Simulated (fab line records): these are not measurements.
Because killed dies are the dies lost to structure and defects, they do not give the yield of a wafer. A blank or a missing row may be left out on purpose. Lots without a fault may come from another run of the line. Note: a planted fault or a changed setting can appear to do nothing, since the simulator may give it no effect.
Split-lot experiment    flow sky130    route with 708 steps; 5 lots, 23 wafers read

ON THE SPLIT
At SKY_VT_ADJUST_LVTN_SOFTBAKE_14 (time 60 s), the setting temp_c was moved away from the recipe's 90 C on 11 of the 23 wafers read, by -2.5% to +3.8%. All remaining wafers had this setting at the recipe value.

FROM THE SPLIT TO THE READING: what the file shows between them, 2 steps
- SKY_VT_ADJUST_LVTN_EXPOSE_15: exposes mask HVN STD DERIVED, target cd 600 nm
- SKY_VT_ADJUST_LVTN_PEB_16

THE READING
NOVOLAK_of_VT_ADJUST_LVTN_COAT_13.thk_nm (the simulator's own value, which no gauge read), in nm, at SKY_VT_ADJUST_LVTN_DEVELOP_17 (develop time 60 s). The file does not state a usual value for it. The 12 wafers here that ran the recipe average 1140 nm, standard deviation 3.1 nm.

wafer   tool, chamber at the split  temp_c as run, C  against the recipe  NOVOLAK_of_VT_ADJUST_LVTN_COAT_13.thk_nm, nm  against lot-mates on the recipe
L074.1  litho_track-03, 0           87.76             -2.5%               1153                                          +11
L074.3  litho_track-03, 0           90                recipe              1143                                          -
L074.6  litho_track-03, 0           90                recipe              1143                                          -
L074.4  litho_track-03, 0           90                recipe              1139                                          -
L074.5  litho_track-03, 0           87.76             -2.5%               1150                                          +8
L076.1  litho_track-04, 0           90                recipe              1140                                          -
L076.2  litho_track-04, 0           90                recipe              1139                                          -
L076.6  litho_track-04, 0           90                recipe              1144                                          -
L077.1  litho_track-04, 0           90                recipe              1142                                          -
L077.3  litho_track-04, 0           93.41             +3.8%               1130                                          -11
L077.4  litho_track-04, 0           93.41             +3.8%               1131                                          -10
L077.5  litho_track-04, 0           93.41             +3.8%               1131                                          -10
L077.6  litho_track-04, 0           90                recipe              1140                                          -
L081.1  litho_track-02, 0           89.05             -1.1%               1144                                          +4
L081.2  litho_track-02, 0           89.05             -1.1%               1140                                          +0
L081.3  litho_track-02, 0           89.05             -1.1%               1140                                          +0
L081.4  litho_track-02, 0           90                recipe              1140                                          -
L081.6  litho_track-02, 0           90                recipe              1141                                          -
L083.1  litho_track-03, 0           88.56             -1.6%               1140                                          +6
L083.2  litho_track-03, 0           88.56             -1.6%               1135                                          +1
L083.3  litho_track-03, 0           88.56             -1.6%               1136                                          +2
L083.4  litho_track-03, 0           90                recipe              1133                                          -
L083.6  litho_track-03, 0           90                recipe              1135                                          -

FIT RESULTS
A straight line over all 23 wafers: NOVOLAK_of_VT_ADJUST_LVTN_COAT_13.thk_nm changes by -2.32 nm for each +1% of temp_c; r = -0.72; the points scatter about the line by 4 nm.
The same after taking each lot's own level away (the mean of its wafers on the recipe; 23 wafers): -2.76 nm for each +1%; r = -0.92; scatter 2.1 nm.
The reading moves by 10 nm for the largest change in temp_c, on that fit.
The span of the lots' own levels, 1134.0 to 1141.7 nm, comes to 2.5 times the standard deviation stated above.
So the lot-to-lot level blurs the effect unless lot-mates are compared.
Check: for one of the wafers moved furthest among these (+3.8%), held out of the fit, the line's prediction against its lot-mates is -10.5 nm. It came out at -11 nm against them.

THESE WAFERS: OTHER SPLITS
Note: prior to the reading, these wafers also went through further splits. Each is held against what the fit with the lots' levels taken away leaves over:
other split on the same wafers          wafers away from the commonest value  r with NOVOLAK_of_VT_ADJUST_LVTN_COAT_13.thk_nm (lot level and that fit taken away)
SKY_FIELD_ISO_COAT_08 resist_thk_nm     9                                     +0.13
SKY_DNWELL_COAT_02 spin_rpm             10                                    +0.18
SKY_DNWELL_DEVELOP_06 develop_time_s    5                                     +0.24
SKY_NWELL_IMPLANT_24 energy_kev         5                                     +0.09
SKY_VT_ADJUST_LVTN_IMPLANT_08 dose_cm2  7                                     -0.26

THE WHOLE CHAIN: every reading that the file lists as answering this split, in the file's order
step                           what it does       reading                                                                                    change (the file's fit)               r (the file's)
SKY_VT_ADJUST_LVTN_DEVELOP_17  develop time 60 s  NOVOLAK_of_VT_ADJUST_LVTN_COAT_13.thk_nm (the simulator's own value, which no gauge read)  -2.87 nm for each +1% of the setting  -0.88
SKY_VT_ADJUST_LVTN_STRIP_20    strips in O2/N2    strip_time_to_endpoint_s                                                                   withheld for each +1% of the setting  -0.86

THE FILE'S OWN FIT
NOVOLAK_of_VT_ADJUST_LVTN_COAT_13.thk_nm changes by -2.87 nm for each +1% of temp_c, r = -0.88.
